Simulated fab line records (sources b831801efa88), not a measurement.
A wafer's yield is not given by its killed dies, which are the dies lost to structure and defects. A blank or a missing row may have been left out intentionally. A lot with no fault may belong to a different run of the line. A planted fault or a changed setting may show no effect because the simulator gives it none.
Struck lot and sound lot, side by side :: flow sky130 :: 27 steps out of a route of 708
Sound: wafers L305.1, L305.2, L305.3. Struck: wafers L296.2, L296.3, L296.4. At the end, the cause is stated.
Per side, at each step with rows, come the tool, then ch with its chambers, and then its first start. Under that, the readings that differ: sound wafers :: struck wafers :: difference of the means :: sigmas: that difference in standard deviations of wafers without a fault.
alike: a reading whose means differ by less than 2 such deviations, as well as words and numbers matching on both sides. not compared: withheld readings; readings where some wafer has no value; bounds like >300 that might hide an equal value; numbers whose values overlap and for which the record gives no deviation.
The two part at a step that has a row with sigmas, a row that says differs or no value, or rows on one side only. Numbers that don't overlap but have no deviation are shown without sigmas and don't part them. A reading that every wafer of one side lacks parts them only if that side has two wafers or more.

SKY_VT_ADJUST_LVTN_STRIP_20: strips in O2/N2.
  sound on plasmaAsher-03 ch 0,1, day 12 15:39; struck on plasmaAsher-02 ch 0,1, day 10 08:37
reading: n2FlowSccm (sccm)
sound: 300.7 301.5 302.7
struck: 299.0 301.0 299.4
difference: -1.8
sigmas: -2
  alike: chamberPressureMTorr, drypumpMotorCurrentA, oesProductAu, stripTimeToEndpointS
  not compared: rfHoursCounterH
SKY_VT_ADJUST_LVTN_TW_MEAS_21:
  sound on filmMetro-02 at day 12 15:45; struck on filmMetro-03 at day 10 08:43
  alike: VT_ADJUST_LVTN_2_TW
then, 7 steps without rows for these wafers: SKY_VT_ADJUST_NCORE_DEHYDRATE_00 (time 60 s); SKY_VT_ADJUST_NCORE_HMDS_01 (prime time 60 s); SKY_VT_ADJUST_NCORE_COAT_02 (resist thk 1140 nm); SKY_VT_ADJUST_NCORE_SOFTBAKE_03 (time 60 s); SKY_VT_ADJUST_NCORE_EXPOSE_04 (exposes mask LVTN COMPLEMENT THIN, target cd 380 nm); SKY_VT_ADJUST_NCORE_PEB_05; SKY_VT_ADJUST_NCORE_DEVELOP_06 (develop time 57.14 s).
SKY_VT_ADJUST_NCORE_CD_MEAS_07: target cd 380 nm.
  sound on cdSem-02 at day 13 16:20; struck on cdSem-01 at day 11 07:30
  alike: cdNm
SKY_VT_ADJUST_NCORE_OVL_MEAS_08:
  sound on overlay-02 at day 13 16:27; struck on overlay-01 at day 11 07:36
  alike: VT_ADJUST_NCORE_OVL
next, for these wafers, 1 step has no rows: SKY_VT_ADJUST_NCORE_IMPLANT_09.
SKY_VT_ADJUST_NCORE_STRIP_10: strips in O2/N2.
  sound on plasmaAsher-03 ch 0,1, day 13 16:38; struck on plasmaAsher-03 ch 0,1, day 11 07:47
  no value came back on the struck wafers for any of 5 readings (chamberPressureMTorr (mTorr), drypumpMotorCurrentA (A) and others); on the sound wafers chamberPressureMTorr (mTorr) reads 1499.3 1500.8 1502.6
reading: model.NOVOLAK_of_VT_ADJUST_NCORE_COAT_02.thkNm (nm)
sound: 0 0 0
struck: 1140 1141 1138
difference: +1140
sigmas: 
  not compared: rfHoursCounterH
SKY_VT_ADJUST_NCORE_TW_MEAS_11:
  sound on filmMetro-02 at day 13 16:44; struck on filmMetro-02 at day 11 07:53
  alike: VT_ADJUST_NCORE_TW
then, 7 steps without rows for these wafers: SKY_VT_ADJUST_HVTR_DEHYDRATE_00 (time 60 s); SKY_VT_ADJUST_HVTR_HMDS_01 (prime time 60 s); SKY_VT_ADJUST_HVTR_COAT_02 (resist thk 1140 nm); SKY_VT_ADJUST_HVTR_SOFTBAKE_03 (time 60 s); SKY_VT_ADJUST_HVTR_EXPOSE_04 (exposes mask HVTRM, target cd 380 nm); SKY_VT_ADJUST_HVTR_PEB_05; SKY_VT_ADJUST_HVTR_DEVELOP_06 (develop time 60 s).
SKY_VT_ADJUST_HVTR_CD_MEAS_07: target cd 380 nm.
  sound on cdSem-01 at day 14 19:22; struck on cdSem-02 at day 12 07:41
  alike: cdNm
SKY_VT_ADJUST_HVTR_OVL_MEAS_08:
  sound on overlay-01 at day 14 19:29; struck on overlay-02 at day 12 07:48
  alike: VT_ADJUST_HVTR_OVL
next, for these wafers, 1 step has no rows: SKY_VT_ADJUST_HVTR_IMPLANT_09.
SKY_VT_ADJUST_HVTR_STRIP_10: strips in O2/N2.
  sound on plasmaAsher-04 ch 0,1, day 14 19:41; struck on plasmaAsher-01 ch 0,1, day 12 07:59
reading: stripTimeToEndpointS (s)
sound: 14.18 14.16 14.18
struck: 31.31 31.26 31.26
difference: +17.10
sigmas: +99 or more
  alike: chamberPressureMTorr, drypumpMotorCurrentA, n2FlowSccm, oesProductAu
  not compared: rfHoursCounterH
SKY_VT_ADJUST_HVTR_TW_MEAS_11:
  sound on filmMetro-02 at day 14 19:47; struck on filmMetro-03 at day 12 08:05
reading: VT_ADJUST_HVTR_TW
sound: 205 204 205
struck: 29 30 30
difference: -175
sigmas: -56
then, 1 step without rows for these wafers: SKY_VT_ADJUST_PCH_DEHYDRATE_00 (time 60 s).

## WHERE THEY PART
First at SKY_VT_ADJUST_LVTN_STRIP_20; last, within this record, at SKY_VT_ADJUST_HVTR_TW_MEAS_11.

WHY: what the simulator had put in
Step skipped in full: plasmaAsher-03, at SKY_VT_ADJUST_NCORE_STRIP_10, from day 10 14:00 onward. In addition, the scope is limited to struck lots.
